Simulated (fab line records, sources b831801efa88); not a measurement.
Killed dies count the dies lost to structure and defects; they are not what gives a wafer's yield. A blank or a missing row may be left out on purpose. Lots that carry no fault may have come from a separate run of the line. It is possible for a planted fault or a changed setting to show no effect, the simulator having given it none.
fab line records | flow sfq-line
record: lots: 15 wafers: 44 last-day: 82
route steps=325 shown L0@3 I0@43 I5@238
lots that met no fault: taken from a fault-free run of the same line
start-h: the number of hours between the record's first day and the start of the first shown wafer of the lot | wait-h: hours from the lot's prior step to this one | " repeats the value in the row above | L1.1+2: one row covering several wafers at once | - no value present, or no start provided | * or withheld: withheld | < > ~ a bound
route shown NAME@n: names a module that has steps shown in the file, with the first one's number in the route | usual: mean/standard deviation of fault-free wafers | same: alike in all rows | chamber/n: place in a boat | sites: the reading at each site | _std_site: the standard deviation of these | _edge_site: the outer-site mean with the inner-site mean subtracted | radius-mm: for every site, how far away it sits from the centre of the wafer | mask NAME#n: copy n | behind: the tool/chamber that last shaped the wafer | hold: the reason the lot was held/the length of the hold in hours/how it ended | device: whichever transistor did not switch (one of n, p or np) | end of line: the route-end tests of the same wafers | step lacking rows: just its recipe | killed: count of dies lost to structure and defects at first sort (not the wafer's yield) | map: the dies of a wafer, with x for killed, . for not killed, _ for no die there
set.NAME: the setting the step ran with; set.NAME@STEP: the setting that earlier step ran with | model.NAME: the simulator's own value behind a step, which no gauge read
route steps across a sampled set of lots; one table per step, one row per wafer
services: the hour from which a tool's chamber was out of use, counted from the record's first day as start-h (under 0 if before that day), plus the number of hours and why
== steps ==
step: SFQ_TRILAYER_L0_DEP_SPUTTER_003
recipe: material: MoNx_KI base-pressure-pa: 1.33e-06 target-thk-nm: 40 power-w: 800 time-s: 100 chamber-pressure-pa: 0.4
usual: throttle-valve-pct: 30.1/1.1
columns lot.wafer tool chamber start-h wait-h throttle-valve-pct
L253.2 pvd-sputter-05 - 17.49 0.0 31.5
L253.5 " - " " 31.7
L253.6 " - " " 29.9
L254.1 pvd-sputter-05 - 22.49 0.0 28.4
L254.4 " - " " 31.4
L254.5 " - " " 31.6
L255.1 pvd-sputter-05 - 27.49 0.0 28.3
L255.2 " - " " 29.9
L255.3 " - " " 31.2
L256.1 pvd-sputter-03 - 32.49 0.0 31.8
L256.4 " - " " 29.6
L256.6 " - " " 29.2
L257.1 pvd-sputter-04 - 37.49 0.0 28.7
L257.3 " - " " 29.3
L257.5 " - " " 30.8
L258.1 pvd-sputter-03 - 42.49 0.0 29.1
L258.3 " - " " 29.5
L258.6 " - " " 30.1
L259.1 pvd-sputter-05 - 47.49 0.0 31.7
L259.5 " - " " 29.8
L259.6 " - " " 28.3
L261.4 pvd-sputter-05 - 57.49 0.0 28.2
L261.5 " - " " 31.9
L261.6 " - " " 28.5
L262.1 pvd-sputter-05 - 62.49 0.0 31.3
L262.3 " - " " 31.7
L262.5 " - " " 28.2
L263.2 pvd-sputter-03 - 67.49 0.0 30.7
L263.3 " - " " 29.6
L263.6 " - " " 31.8
L264.1 pvd-sputter-03 - 72.49 0.0 30.5
L264.3 " - " " 29.5
L264.6 " - " " 29.0
L265.1 pvd-sputter-04 - 77.49 0.0 29.3
L265.5 " - " " 30.4
L265.6 " - " " 30.0
L266.1 pvd-sputter-03 - 82.49 0.0 29.0
L266.2 " - " " 30.1
L266.3 " - " " 29.0
L270.4 pvd-sputter-03 - 102.49 0.0 29.0
L270.5 " - " " 28.8
L270.6 " - " " 29.3
L271.1 pvd-sputter-03 - 107.49 0.0 29.2
L271.3 " - " " 31.9
step: SFQ_L0_RS_MEAS_901
recipe: thk-meas-gauge: four-point-probe reads: MoNx_KI_of_TRILAYER_L0_DEP_SPUTTER_003
usual: L0_MONX_KI_RS: 43.4/0.49
columns lot.wafer tool chamber start-h wait-h hold L0_MONX_KI_RS[ohm/sq]
L253.2 film-metro-04 - 17.58 0.1 - 43.0
L253.5 " - " " - 42.7
L253.6 " - " " - 43.6
L254.1 film-metro-01 - 22.56 0.0 - 43.7
L254.4 " - " " - 43.7
L254.5 " - " " - 43.6
L255.1 film-metro-01 - 27.56 0.0 - 43.8
L255.2 " - " " - 43.7
L255.3 " - " " - 43.4
L256.1 film-metro-02 - 32.56 0.0 - 43.8
L256.4 " - " " - 44.1
L256.6 " - " " - 43.5
L257.1 film-metro-04 - 37.56 0.0 - 43.3
L257.3 " - " " - 43.7
L257.5 " - " " - 43.4
L258.1 film-metro-01 - 42.56 0.0 - 42.8
L258.3 " - " " - 43.2
L258.6 " - " " - 43.0
L259.1 film-metro-02 - 47.56 0.0 - 43.7
L259.5 " - " " - 43.7
L259.6 " - " " - 43.6
L261.4 film-metro-04 - 57.62 0.1 - 42.5
L261.5 " - " " - 42.7
L261.6 " - " " - 42.6
L262.1 film-metro-04 - 62.56 0.0 - 43.5
L262.3 " - " " - 43.5
L262.5 " - " " - 43.6
L263.2 film-metro-02 - 67.58 0.1 - 44.1
L263.3 " - " " - 44.0
L263.6 " - " " - 44.0
L264.1 film-metro-02 - 72.56 0.0 - 43.7
L264.3 " - " " - 44.0
L264.6 " - " " - 43.8
L265.1 film-metro-04 - 77.56 0.0 - 42.5
L265.5 " - " " - 42.3
L265.6 " - " " - 43.1
L266.1 film-metro-02 - 82.56 0.0 await-dispo/0.2h/release 67.4
L266.2 " - " " await-dispo/0.2h/release 43.2
L266.3 " - " " await-dispo/0.2h/release 43.5
L266.1 film-metro-02 - 82.85 0.3 - 67.4
L266.2 " - " " - 43.2
L266.3 " - " " - 43.5
L270.4 film-metro-01 - 102.62 0.1 await-dispo/0.2h/release 67.5
L270.5 " - " " await-dispo/0.2h/release 42.9
L270.6 " - " " await-dispo/0.2h/release 43.1
L270.4 film-metro-01 - 102.91 0.3 - 67.4
L270.5 " - " " - 43.1
L270.6 " - " " - 43.1
L271.1 film-metro-01 - 107.56 0.0 await-dispo/0.2h/release 67.7
L271.3 " - " " await-dispo/0.2h/release 43.2
L271.1 film-metro-01 - 107.85 0.3 - 67.9
L271.3 " - " " - 43.1
step: SFQ_L0_THK_MEAS_902
recipe: thk-meas-gauge: xrf reads: MoNx_KI_of_TRILAYER_L0_DEP_SPUTTER_003
usual: L0_MONX_KI_THK: 39.7/0.48
columns lot.wafer tool chamber start-h wait-h hold L0_MONX_KI_THK[nm]
L253.2 film-metro-04 - 17.69 0.1 - 40.4
L253.5 " - " " - 40.3
L253.6 " - " " - 39.5
L254.1 film-metro-01 - 22.68 0.1 - 39.3
L254.4 " - " " - 39.2
L254.5 " - " " - 39.1
L255.1 film-metro-01 - 27.68 0.1 - 38.9
L255.2 " - " " - 39.3
L255.3 " - " " - 39.6
L256.1 film-metro-02 - 32.68 0.1 - 39.4
L256.4 " - " " - 39.1
L256.6 " - " " - 39.9
L257.1 film-metro-04 - 37.68 0.1 - 39.7
L257.3 " - " " - 39.3
L257.5 " - " " - 39.7
L258.1 film-metro-01 - 42.68 0.1 - 39.8
L258.3 " - " " - 39.8
L258.6 " - " " - 39.8
L259.1 film-metro-02 - 47.68 0.1 - 39.5
L259.5 " - " " - 39.5
L259.6 " - " " - 39.6
L261.4 film-metro-04 - 57.71 0.1 - 40.3
L261.5 " - " " - 40.4
L261.6 " - " " - 40.7
L262.1 film-metro-04 - 62.68 0.1 - 39.6
L262.3 " - " " - 39.4
L262.5 " - " " - 39.6
L263.2 film-metro-02 - 67.69 0.1 - 39.1
L263.3 " - " " - 39.1
L263.6 " - " " - 38.9
L264.1 film-metro-02 - 72.68 0.1 - 39.2
L264.3 " - " " - 39.0
L264.6 " - " " - 39.4
L265.1 film-metro-04 - 77.68 0.1 - 40.3
L265.5 " - " " - 40.6
L265.6 " - " " - 40.0
L266.1 film-metro-02 - 84.95 2.1 await-dispo/0.2h/release 25.7
L266.2 " - " " await-dispo/0.2h/release 39.8
L266.3 " - " " await-dispo/0.2h/release 39.7
L266.1 film-metro-02 - 85.18 0.2 - 25.6
L266.2 " - " " - 39.8
L266.3 " - " " - 39.4
L270.4 film-metro-01 - 107.39 4.5 await-dispo/0.2h/release 25.7
L270.5 " - " " await-dispo/0.2h/release 40.5
L270.6 " - " " await-dispo/0.2h/release 40.1
L270.4 film-metro-01 - 107.71 0.3 - 25.7
L270.5 " - " " - 40.4
L270.6 " - " " - 40.4
L271.1 film-metro-01 - 110.55 2.7 await-dispo/0.2h/release 25.5
L271.3 " - " " await-dispo/0.2h/release 40.2
L271.1 film-metro-01 - 110.77 0.2 - 25.6
L271.3 " - " " - 40.2
step: SFQ_TRILAYER_L0_ETCH_METAL_ETCH_008
recipe: target: MoNx_KI stop-on: SiO2 mask-material: PR chemistry: SF6/O2 target-depth-nm: 50 icp-w: 600 bias-w: 80 pressure-mtorr: 10 time-s: 25
usual: drypump-motor-current-A: 5.6/0.51 oes-product-au: 0.874/0.0072
columns lot.wafer tool chamber start-h wait-h drypump-motor-current-A oes-product-au rf-hours-counter-h
L253.2 rie-metal-01 0 89.47 0.0 5.3 0.886 25
L253.5 " 1 " " 5.7 0.881 -
L253.6 " 0 " " 5.3 0.879 -
L254.1 rie-metal-02 1 94.27 0.0 6.0 0.870 167
L254.4 " 0 " " 6.6 0.862 -
L254.5 " 1 " " 5.9 0.873 -
L255.1 rie-metal-03 1 97.87 0.0 5.0 0.872 76
L255.2 " 0 " " 6.0 0.868 195
L255.3 " 1 " " 5.0 0.872 -
L256.1 rie-metal-03 1 102.67 0.0 5.0 0.862 77
L256.4 " 0 " " 5.9 0.862 -
L256.6 " 1 " " 5.0 0.872 -
L257.1 rie-metal-03 1 105.07 0.0 5.0 0.870 77
L257.3 " 1 " " 5.0 0.878 -
L257.5 " 1 " " 5.0 0.868 -
L258.1 rie-metal-02 0 106.27 0.0 6.6 0.882 80
L258.3 " 1 " " 6.0 0.872 -
L258.6 " 0 " " 6.6 0.881 -
L259.1 rie-metal-03 1 111.59 0.0 5.0 0.871 78
L259.5 " 0 " " 6.0 0.864 -
L259.6 " 1 " " 5.0 0.877 -
L261.4 rie-metal-03 0 126.01 0.0 6.0 0.879 -
L261.5 " 0 " " 6.0 0.891 -
L261.6 " 1 " " 5.0 0.884 -
L262.1 rie-metal-02 1 131.99 0.0 5.9 0.876 174
L262.3 " 1 " " 6.0 0.871 -
L262.5 " 1 " " 5.9 0.872 -
L263.2 rie-metal-03 0 135.59 0.0 6.0 0.860 202
L263.3 " 1 " " 5.0 0.867 -
L263.6 " 1 " " 5.0 0.869 -
L264.1 rie-metal-03 1 143.92 0.0 5.0 0.873 84
L264.3 " 0 " " 5.9 0.874 -
L264.6 " 1 " " 5.0 0.864 -
L265.1 rie-metal-01 1 148.72 0.0 5.7 0.889 11
L265.5 " 0 " " 5.3 0.872 -
L265.6 " 1 " " 5.7 0.873 -
L266.1 rie-metal-01 1 157.12 0.0 5.6 0.713 13
L266.2 " 0 " " 5.3 0.876 36
L266.3 " 1 " " 5.7 0.882 -
L270.4 rie-metal-03 0 179.61 0.0 6.0 0.697 -
L270.5 " 0 " " 5.9 0.882 -
L270.6 " 1 " " 5.0 0.880 -
L271.1 rie-metal-02 1 186.79 0.0 6.0 0.697 184
L271.3 " 0 " " 6.6 0.875 -
step: SFQ_TRILAYER_I0_DEP_PECVD_027
recipe: material: SiO2 temp-c: 150 time-s: 111.11 pressure-torr: 2.4 rf-w: 183.3 precursor: SiH4/N2O target-thk-nm: 500
usual: heater-power-w: 82/13 throttle-valve-pct: 24.7/1.5
columns lot.wafer tool chamber start-h wait-h heater-power-w throttle-valve-pct
L253.2 pecvd-01 2 184.25 0.0 65 26.8
L253.5 " 0 " " 117 27.7
L253.6 " 2 " " 65 26.8
L254.1 pecvd-03 0 186.65 0.0 103 25.5
L254.4 " 0 " " 103 25.9
L254.5 " 2 " " 90 25.2
L255.1 pecvd-04 1 189.23 0.0 82 22.4
L255.2 " 2 " " 82 24.5
L255.3 " 0 " " 73 23.4
L256.1 pecvd-04 0 195.05 0.0 73 23.5
L256.4 " 1 " " 85 22.6
L256.6 " 0 " " 77 23.6
L257.1 pecvd-03 1 197.47 0.0 79 24.4
L257.3 " 2 " " 86 25.2
L257.5 " 1 " " 65 24.5
L258.1 pecvd-01 2 199.92 0.0 63 26.8
L258.3 " 0 " " 111 27.9
L258.6 " 2 " " 67 26.7
L259.1 pecvd-04 0 204.79 0.0 69 23.4
L259.5 " 1 " " 92 22.7
L259.6 " 2 " " 81 24.5
L261.4 pecvd-01 1 215.59 0.0 75 23.8
L261.5 " 2 " " 53 26.6
L261.6 " 0 " " 109 27.8
L262.1 pecvd-04 1 216.75 0.0 76 22.5
L262.3 " 0 " " 70 23.7
L262.5 " 1 " " 83 22.7
L263.2 pecvd-01 2 220.72 0.0 60 26.9
L263.3 " 0 " " 102 27.9
L263.6 " 2 " " 64 26.6
L264.1 pecvd-03 2 233.11 0.0 91 25.3
L264.3 " 1 " " 77 25.0
L264.6 " 1 " " 78 24.9
L265.1 pecvd-04 0 236.74 0.0 66 23.4
L265.5 " 2 " " 75 24.6
L265.6 " 1 " " 91 22.8
L266.1 pecvd-03 1 245.34 0.0 74 24.7
L266.2 " 2 " " 83 25.5
L266.3 " 0 " " 102 25.9
L270.4 pecvd-01 1 276.12 0.0 84 24.0
L270.5 " 0 " " 99 27.7
L270.6 " 2 " " 66 26.5
L271.1 pecvd-04 2 286.88 0.0 80 24.7
L271.3 " 0 " " 76 23.7
step: SFQ_TRILAYER_I0_VIA_BARC_OPEN_VIA_ETCH_046
recipe: mask-material: PR chemistry: O2 target-depth-nm: 125 target: BARC source-w: 500 bias-w: 80 pressure-mtorr: 30 time-s: 41.7
usual: drypump-motor-current-A: 5.6/0.44 oes-product-au: 0.684/0.0047
columns lot.wafer tool chamber start-h wait-h drypump-motor-current-A oes-product-au rf-hours-counter-h
L253.2 rie-diel-02 1 288.32 0.0 5.1 0.684 120
L253.5 " 2 " " 5.6 0.677 -
L253.6 " 3 " " 5.3 0.682 -
L254.1 rie-diel-03 2 289.77 0.0 5.4 0.679 29
L254.4 " 0 " " 6.3 0.689 19
L254.5 " 2 " " 5.4 0.689 -
L255.1 rie-diel-03 3 294.57 0.0 5.8 0.686 5
L255.2 " 1 " " 5.6 0.676 31
L255.3 " 2 " " 5.4 0.680 29
L256.1 rie-diel-03 1 304.17 0.0 5.5 0.687 32
L256.4 " 3 " " 5.8 0.692 6
L256.6 " 3 " " 5.7 0.676 -
L257.1 rie-diel-02 1 305.37 0.0 5.1 0.689 121
L257.3 " 3 " " 5.3 0.693 9
L257.5 " 1 " " 5.1 0.689 -
L258.1 rie-diel-04 2 310.17 0.0 5.5 0.685 1
L258.3 " 3 " " 5.6 0.697 6
L258.6 " 0 " " 6.1 0.689 -
L259.1 rie-diel-02 1 316.17 0.0 5.1 0.684 121
L259.5 " 3 " " 5.3 0.678 -
L259.6 " 2 " " 5.6 0.679 -
L261.4 rie-diel-04 1 338.65 0.0 4.8 0.691 3
L261.5 " 0 " " 6.1 0.678 -
L261.6 " 3 " " 5.6 0.684 -
L262.1 rie-diel-02 1 339.85 0.0 5.1 0.682 121
L262.3 " 0 " " 6.4 0.692 12
L262.5 " 2 " " 5.6 0.683 -
L263.2 rie-diel-03 1 346.60 0.0 5.6 0.683 32
L263.3 " 2 " " 5.4 0.686 30
L263.6 " 1 " " 5.6 0.678 -
L264.1 rie-diel-03 2 352.60 0.0 5.4 0.686 30
L264.3 " 0 " " 6.3 0.683 21
L264.6 " 2 " " 5.4 0.680 -
L265.1 rie-diel-02 1 355.00 0.0 5.1 0.684 121
L265.5 " 1 " " 5.1 0.681 -
L265.6 " 2 " " 5.6 0.695 -
L266.1 rie-diel-04 2 359.80 0.0 5.5 0.690 2
L266.2 " 3 " " 5.6 0.684 7
L266.3 " 0 " " 6.1 0.680 16
L270.4 rie-diel-04 2 383.80 0.0 5.5 0.680 2
L270.5 " 1 " " 4.9 0.683 -
L270.6 " 2 " " 5.6 0.690 -
L271.1 rie-diel-03 3 393.40 0.0 5.8 0.682 7
L271.3 " 0 " " 6.3 0.679 21
step: SFQ_TRILAYER_I5_STRIP_STRIP_148
recipe: gas: O2 power-w: 200 platen-temp-c: 40 overash-fraction: 0.65 chemistry: O2 pressure-mtorr: 50
usual: drypump-motor-current-A: 5.8/0.55 oes-product-au: 0.998/0.0081 platen-temp-c: 40.01/0.11
columns lot.wafer tool chamber start-h wait-h drypump-motor-current-A oes-product-au platen-temp-c rf-hours-counter-h
L253.2 rie-metal-03 1 1386.20 - 5.0 0.998 40.13 116
L253.5 " 0 " " 6.0 1.004 39.93 -
L253.6 " 1 " " 5.0 1.000 40.00 -
L254.1 rie-metal-04 1 1388.60 - 5.3 1.010 39.99 27
L254.4 " 0 " " 6.2 1.005 39.99 -
L254.5 " 1 " " 5.3 1.000 40.11 -
L255.1 rie-metal-04 1 1392.20 - 5.3 1.004 39.96 28
L255.2 " 0 " " 6.2 1.000 40.11 21
L255.3 " 1 " " 5.3 1.016 40.12 -
L256.1 rie-metal-04 1 1394.60 - 5.3 0.997 39.87 28
L256.4 " 0 " " 6.2 0.994 39.85 -
L256.6 " 1 " " 5.3 1.021 39.75 -
L257.1 rie-metal-03 1 1415.86 - 5.0 0.992 40.05 120
L257.3 " 1 " " 5.0 1.000 40.00 -
L257.5 " 0 " " 5.9 1.003 40.05 -
L258.1 rie-metal-03 1 1606.32 - 5.0 0.996 40.24 5
L258.3 " 1 " " 5.0 0.993 40.12 -
L258.6 " 1 " " 5.0 1.000 40.13 -
L259.1 rie-metal-02 1 1607.52 - 5.9 0.995 39.92 59
L259.5 " 0 " " 6.6 0.981 39.98 -
L259.6 " 1 " " 5.9 0.992 40.03 -
L261.4 rie-metal-02 0 1621.02 - 6.6 0.993 39.89 -
L261.5 " 0 " " 6.6 0.991 40.02 -
L261.6 " 1 " " 5.9 0.999 40.09 -
L262.1 rie-metal-03 1 1623.22 - 5.0 1.001 40.11 10
L262.3 " 1 " " 5.0 0.990 40.13 -
L262.5 " 1 " " 5.0 0.986 40.00 -
L263.2 rie-metal-02 0 1628.77 - 6.6 0.988 40.01 10
L263.3 " 1 " " 6.0 0.975 40.12 -
L263.6 " 0 " " 6.6 0.980 39.97 -
L264.1 rie-metal-04 1 1629.97 - 5.3 1.005 40.03 64
L264.3 " 1 " " 5.3 1.004 40.01 -
L264.6 " 0 " " 6.2 0.986 40.18 -
L265.1 rie-metal-03 0 1635.97 - 6.0 0.996 39.67 76
L265.5 " 1 " " 5.0 0.992 39.83 -
L265.6 " 0 " " 5.9 0.998 39.88 -
L266.1 rie-metal-03 0 1640.94 - 6.0 1.000 39.98 77
L266.2 " 1 " " 5.0 1.007 39.94 13
L266.3 " 1 " " 5.0 1.005 40.01 -
L270.4 rie-metal-04 0 1680.57 - 6.2 0.985 40.01 -
L270.5 " 1 " " 5.3 0.994 39.98 -
L270.6 " 0 " " 6.2 1.000 40.06 -
L271.1 rie-metal-02 1 1682.77 - 5.9 0.997 40.00 72
L271.3 " 0 " " 6.6 0.991 39.83 -
== services ==
columns tool chamber start-h hours kind
rie-metal-03 - 16.27 14.6 pm
rie-metal-03 - 47.90 1.4 pm
rie-metal-02 - 73.26 2.8 pm
rie-metal-02 - 198.75 21.4 repair
rie-metal-02 - 199.00 1.1 repair
rie-metal-03 - 239.28 28.1 pm
rie-metal-03 0 443.73 8.6 repair
rie-metal-02 0 455.97 6.4 repair
rie-metal-02 1 461.80 3.8 repair
rie-metal-02 1 559.29 4.9 repair
rie-metal-03 0 616.56 1.3 repair
rie-metal-02 1 738.27 6.8 repair
rie-metal-02 - 757.61 1.4 repair
rie-metal-03 - 783.73 0.8 repair
rie-metal-02 1 875.06 8.1 repair
rie-metal-03 - 953.10 2.8 pm
rie-metal-02 - 1145.18 0.5 repair
rie-metal-02 - 1173.26 2.8 pm
rie-metal-03 1 1234.78 5.5 repair
rie-metal-03 1 1290.82 12.4 repair
rie-metal-02 - 1321.17 1.4 pm
rie-metal-02 0 1378.67 22.1 repair
rie-metal-02 1 1505.48 28.5 repair
rie-metal-02 - 1581.38 0.1 repair
== key ==
first-sign: step: SFQ_L0_RS_MEAS_901 reading: visit direction: added
effect: step: SFQ_L0_RS_MEAS_901 reading: L0_MONX_KI_RS direction: up sigmas: 49 usual: 43.4 struck: 67.6
effect: step: SFQ_L0_THK_MEAS_902 reading: visit direction: added
effect: step: SFQ_L0_THK_MEAS_902 reading: L0_MONX_KI_THK direction: down sigmas: 29 usual: 39.7 struck: 25.6
effect: step: SFQ_TRILAYER_L0_ETCH_METAL_ETCH_008 reading: oes-product-au direction: down sigmas: 24 usual: 0.874 struck: 0.702
met-at SFQ_TRILAYER_L0_DEP_SPUTTER_003
struck-lots L266,L270,L271
struck-wafers L266.1,L270.4,L271.1
not-acting-at SFQ_TRILAYER_I0_DEP_PECVD_027,SFQ_TRILAYER_I0_VIA_BARC_OPEN_VIA_ETCH_046,SFQ_TRILAYER_I5_STRIP_STRIP_148
onset-between 72.49 82.49
fault: kind: process-parameter-drift tool: pvd-sputter-03 chamber: - onset-h: 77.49 steps: SFQ_TRILAYER_L0_DEP_SPUTTER_003 channel: target-thk-nm offset: -14.819 shape: step end-h: 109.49 scope: struck-wafers-only acts-in: these-recipes-only stated: 40
